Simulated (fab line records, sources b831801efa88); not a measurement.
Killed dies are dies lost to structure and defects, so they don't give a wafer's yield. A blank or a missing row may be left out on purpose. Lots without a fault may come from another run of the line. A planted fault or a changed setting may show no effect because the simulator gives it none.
Which tool did it? | flow sky130 | 13 lots, 37 wafers sampled, at 4 steps of a route of 708

WHAT THE GAUGES READ, wafer by wafer
SKY_LDD_P_OVL_MEAS_08. Usual: LDD_P_OVL -0.8 nm, standard deviation 1.1.
lot  | measured     | on         | LDD_P_OVL (nm) | flag
L300 | day 19 10:47 | overlay-01 | -2.5 -1.5 -1.5 |
L301 | day 19 14:33 | overlay-01 | -0.6 -1.3 -1.3 |
L302 | day 20 05:35 | overlay-02 | 1.2 0.8 0.6    |
L303 | day 20 18:11 | overlay-01 | -1.1 -2.3 -1.8 |
L304 | day 20 21:20 | overlay-02 | 0.2 0.0 0.3    |
L305 | day 21 06:54 | overlay-02 | -1.9 -1.3 -1.7 |
L306 | day 21 17:38 | overlay-01 | -0.9 -1.6 -0.7 |
L308 | day 22 09:26 | overlay-01 | 1.4 0.8 1.3    |
L311 | day 23 20:05 | overlay-01 | -0.5 -1.0      |
L313 | day 24 09:28 | overlay-02 | -1.5 -1.7      |
L322 | day 27 11:20 | overlay-02 | -0.5 0.0 -1.5  |
L320 | day 27 12:14 | overlay-01 | -1.7 0.1 -0.6  |
L321 | day 27 12:36 | overlay-02 | 1.4 0.4 0.5    |

SKY_LDD_HVP_OVL_MEAS_07. Usual: LDD_HVP_OVL 0.3 nm, standard deviation 1.4.
lot  | measured     | on         | LDD_HVP_OVL (nm) | flag
L300 | day 22 00:16 | overlay-01 | -0.7 -1.6 -1.9   |
L301 | day 22 03:30 | overlay-01 | -0.7 -1.9 -2.1   |
L302 | day 22 18:44 | overlay-01 | -0.2 0.3 -0.3    |
L303 | day 23 07:22 | overlay-01 | -0.2 0.4 0.4     |
L304 | day 23 09:46 | overlay-01 | 2.9 0.9 2.9      |
L305 | day 23 18:52 | overlay-01 | -1.2 -1.3 -1.3   |
L306 | day 24 06:08 | overlay-02 | 1.9 2.2 1.5      |
L308 | day 24 21:22 | overlay-02 | 1.3 1.2 2.6      |
L311 | day 26 06:32 | overlay-01 | 0.9 1.1          |
L313 | day 26 20:07 | overlay-02 | 2.5 2.4          |
L322 | day 29 20:13 | overlay-01 | -2.6 -1.7 -1.1   |
L320 | day 29 20:31 | overlay-02 | 0.3 2.0 0.5      |
L321 | day 29 21:38 | overlay-01 | -0.2 0.2 -1.1    |

SKY_LDD_HVP_TW_MEAS_10. Usual: LDD_HVP_TW 456, standard deviation 3.8.
lot  | measured     | on            | LDD_HVP_TW  | flag
L300 | day 22 00:34 | film_metro-04 | 451 450 448 |
L301 | day 22 03:48 | film_metro-02 | 457 457 459 |
L302 | day 22 19:01 | film_metro-03 | 458 456 455 |
L303 | day 23 07:39 | film_metro-03 | 452 453 457 |
L304 | day 23 10:04 | film_metro-02 | 458 456 456 |
L305 | day 23 19:09 | film_metro-04 | 449 449 449 |
L306 | day 24 06:25 | film_metro-03 | 456 458 454 |
L308 | day 24 21:39 | film_metro-03 | 456 457 456 |
L311 | day 26 06:50 | film_metro-04 | 477 454     |
L313 | day 26 20:26 | film_metro-04 | 448 474     |
L322 | day 29 20:30 | film_metro-03 | 458 459 457 |
L320 | day 29 20:48 | film_metro-02 | 458 460 458 |
L321 | day 29 21:55 | film_metro-03 | 457 452 457 |

WHICH TOOL RAN EACH LOT (tool, then ch and the chambers of the sampled wafers, then the start)
lot  | SKY_LDD_HVP_IMPLANT_08
L300 | implanter-02 ch 0, day 22 00:19
L301 | implanter-02 ch 0, day 22 03:35
L302 | implanter-02 ch 0, day 22 18:48
L303 | implanter-02 ch 0, day 23 07:24
L304 | implanter-03 ch 0, day 23 09:49
L305 | implanter-04 ch 0, day 23 18:54
L306 | implanter-04 ch 0, day 24 06:10
L308 | implanter-04 ch 0, day 24 21:24
L311 | implanter-03 ch 0, day 26 06:38
L313 | implanter-03 ch 0, day 26 20:11
L322 | implanter-03 ch 0, day 29 20:15
L320 | implanter-04 ch 0, day 29 20:33
L321 | implanter-03 ch 0, day 29 21:40
- SKY_LDD_HVP_IMPLANT_08

WHAT THE TOOLS THEMSELVES READ (means of the sampled wafers that have a number; where no wafer has one, the mark that the record gives instead)
SKY_LDD_HVP_IMPLANT_08. Usual: beam_energy_keV 20.000, standard deviation 0.0056; beam_on_s 10.00 s, standard deviation 0.21; dose_ions_cm2 1.7002e+13, standard deviation 1.8e+10; faraday_current_uA 95.9, standard deviation 2.
lot  | tool         | beam_energy_keV | beam_on_s (s) | dose_ions_cm2 | faraday_current_uA | flag
L300 | implanter-02 | 20.002          | 9.86          | 1.6972e+13    | 97.4               |
L301 | implanter-02 | 20.001          | 10.11         | 1.6991e+13    | 94.6               |
L302 | implanter-02 | 20.003          | 10.20         | 1.6998e+13    | 94.0               |
L303 | implanter-02 | 20.005          | 9.98          | 1.7011e+13    | 96.2               |
L304 | implanter-03 | 20.002          | 10.13         | 1.7002e+13    | 94.4               |
L305 | implanter-04 | 20.001          | 9.97          | 1.6994e+13    | 96.2               |
L306 | implanter-04 | 19.994          | 9.91          | 1.7002e+13    | 97.0               |
L308 | implanter-04 | 19.998          | 9.99          | 1.7004e+13    | 95.8               |
L311 | implanter-03 | 19.992          | 10.96         | 1.7000e+13    | 88.2               | OFF
L313 | implanter-03 | 19.996          | 11.10         | 1.6997e+13    | 87.3               | OFF
L322 | implanter-03 | 19.989          | 10.09         | 1.7009e+13    | 95.1               |
L320 | implanter-04 | 20.000          | 10.09         | 1.7021e+13    | 95.3               |
L321 | implanter-03 | 19.999          | 9.95          | 1.7000e+13    | 96.4               |

THE ANSWER, worked out from the rows above alone
Rule: a lot is off if the mean of its wafers that have a number lies more than 3 standard deviations from the usual mean. A lot without any number at a reading at which 4 lots or more have one is off too. The other lots that the step has rows for count as sound. The gauges are gone through in route order, then the tools' own readings, and for those a lot's mean is taken as printed above. The first step at which some lot is off is used, and at that step the reading that is off furthest; a lot without a number counts as furthest.
Off: L311, L313, at SKY_LDD_HVP_IMPLANT_08 (beam_on_s).
A tool fits if, at that step or a process step before it, it ran every lot that is off, and no sound lot after the first of them. None of those tried fits.

WHAT THE SIMULATOR HAD PUT IN
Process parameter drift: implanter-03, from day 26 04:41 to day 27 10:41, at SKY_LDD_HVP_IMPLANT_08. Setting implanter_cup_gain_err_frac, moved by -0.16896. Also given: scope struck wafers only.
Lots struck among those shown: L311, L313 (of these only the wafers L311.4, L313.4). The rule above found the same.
